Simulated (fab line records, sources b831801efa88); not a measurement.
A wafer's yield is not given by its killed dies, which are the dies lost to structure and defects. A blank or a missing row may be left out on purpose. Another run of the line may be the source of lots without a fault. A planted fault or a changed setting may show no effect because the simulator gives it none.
Comparing a struck lot with a sound one + flow sky130 + 16 out of 708 route steps
Sound: wafers L273.2, L273.3, L273.4. Struck: wafers L265.1, L265.4, L265.5. The cause is named last.
Each step with rows lists, per side, the tool, then ch with its chambers, then its first start. Under that, the readings that differ: sound wafers + struck wafers + difference of the means + sigmas: that difference in standard deviations of wafers without a fault.
alike: readings with means less than 2 such deviations apart, plus words and numbers identical on both sides. not compared: withheld readings, readings lacking a value on some wafer, bounds such as >300 that could conceal the same value, and numbers that have no deviation in the record and whose values overlap.
The two part at a step that has a row with sigmas, a row that says differs or no value, or rows on one side only. Numbers that don't overlap but have no deviation are shown without sigmas and don't part them. A reading that every wafer of one side lacks parts them only if that side has two wafers or more.

SKY_NWELL_RS_MEAS_29: uses a four-point probe to measure.
  sound on filmMetro-01 at day 8 23:14; struck on filmMetro-01 at day 6 20:25
| reading           | sound             | struck            | difference | sigmas |
|-------------------|-------------------|-------------------|------------|--------|
| NWELL_RS (ohm/sq) | 622.8 623.7 622.7 | 628.3 627.3 628.9 | +5.1       | +3     |
SKY_NWELL_RS_MEAS_31: uses a four-point probe to measure.
  sound on filmMetro-01 at day 8 23:28; struck on filmMetro-01 at day 6 20:39
  alike: PWDE_RS
then, 7 steps without rows for these wafers: SKY_VT_ADJUST_HVTP_DEHYDRATE_00 (time 60 s); SKY_VT_ADJUST_HVTP_HMDS_01 (prime time 60 s); SKY_VT_ADJUST_HVTP_COAT_02 (resist thk 1140 nm); SKY_VT_ADJUST_HVTP_SOFTBAKE_03 (time 60 s); SKY_VT_ADJUST_HVTP_EXPOSE_04 (exposes mask HVTPM, target cd 380 nm); SKY_VT_ADJUST_HVTP_PEB_05; SKY_VT_ADJUST_HVTP_DEVELOP_06 (develop time 60 s).
SKY_VT_ADJUST_HVTP_CD_MEAS_07 targets a cd of 380 nm.
  sound on cdSem-01 at day 9 20:59; struck on cdSem-02 at day 7 15:56
  alike: cdNm
SKY_VT_ADJUST_HVTP_OVL_MEAS_08:
  sound on overlay-02 at day 9 21:05; struck on overlay-01 at day 7 16:03
  alike: VT_ADJUST_HVTP_OVL
SKY_VT_ADJUST_HVTP_IMPLANT_09:
  sound on implanter-01 ch 0, day 9 21:08; struck on implanter-03 ch 0, day 7 16:25
SKY_VT_ADJUST_HVTP_STRIP_10: strips in O2/N2.
  sound on plasmaAsher-04 ch 0,1, day 9 21:16; struck on plasmaAsher-03 ch 0,1, day 7 16:34
  alike: drypumpMotorCurrentA, oesProductAu, stripTimeToEndpointS
  not compared: rfHoursCounterH
SKY_VT_ADJUST_HVTP_TW_MEAS_11:
  sound on filmMetro-03 at day 9 21:22; struck on filmMetro-04 at day 7 16:40
| reading           | sound          | struck         | difference | sigmas |
|-------------------|----------------|----------------|------------|--------|
| VT_ADJUST_HVTP_TW | 1338 1341 1347 | 1687 1679 1689 | +343       | +37    |
then, 1 step without rows for these wafers: SKY_VT_ADJUST_LVTN_DEHYDRATE_00 (time 60 s).
-- here the record skips 40 days between the struck wafers' starts before and after, leaving off in module VT_ADJUST_LVTN and picking up in module PAD_OPEN (first step shown: number 708 of the route) --
SKY_PAD_OPEN_PROBE_99:
  sound on prober-02 at day 49 11:35; struck on prober-01 at day 47 09:37
| reading                             | sound             | struck            | difference | sigmas |
|-------------------------------------|-------------------|-------------------|------------|--------|
| model.etest.tipP.rsOhmSq            | 6819 6806 6872    | 9338 9350 9335    | +2509      |        |
| model.etest.pfet_01v8.rOnOhmUm      | 2837 2833 2838    | 3759 3798 3788    | +946       |        |
| model.etest.tipP.rsOhmSqRange       | 161.8 131.5 131.3 | 270.6 274.8 293.3 | +138.0     |        |
| model.etest.pfet_01v8.driveUaUm     | 196.8 197.2 196   | 120.3 116.8 118.7 | -78.1      |        |
| model.etest.pfet_01v8_mvt.driveUaUm | 152.8 151.4 152.1 | 86.2 84.45 84.41  | -67.1      |        |
| model.etest.pfet_01v8_hvt.driveUaUm | 148.7 146.6 146.8 | 93.45 90.44 91.54 | -55.56     |        |
| model.etest.sramPfetLatch.driveUaUm | 148.5 147.2 144.5 | 96.21 93.09 94.85 | -52.02     |        |
| model.etest.ring_1v8.delayPs        | 21.11 21.25 21.07 | 28.14 29.03 28.54 | +7.43      |        |
  alike: killed_at_M0_to_M3, killed_at_M4_up, killedAtContacts, killedAtFrontEnd, killedAtOther, killedDies, killedOpen, killedShort

## WHERE THEY PART
Earliest at SKY_NWELL_RS_MEAS_29; latest, in this record, at SKY_VT_ADJUST_HVTP_TW_MEAS_11. Later steps at which nothing parts them and some readings are alike: SKY_PAD_OPEN_PROBE_99.

WHY: what the simulator had put in
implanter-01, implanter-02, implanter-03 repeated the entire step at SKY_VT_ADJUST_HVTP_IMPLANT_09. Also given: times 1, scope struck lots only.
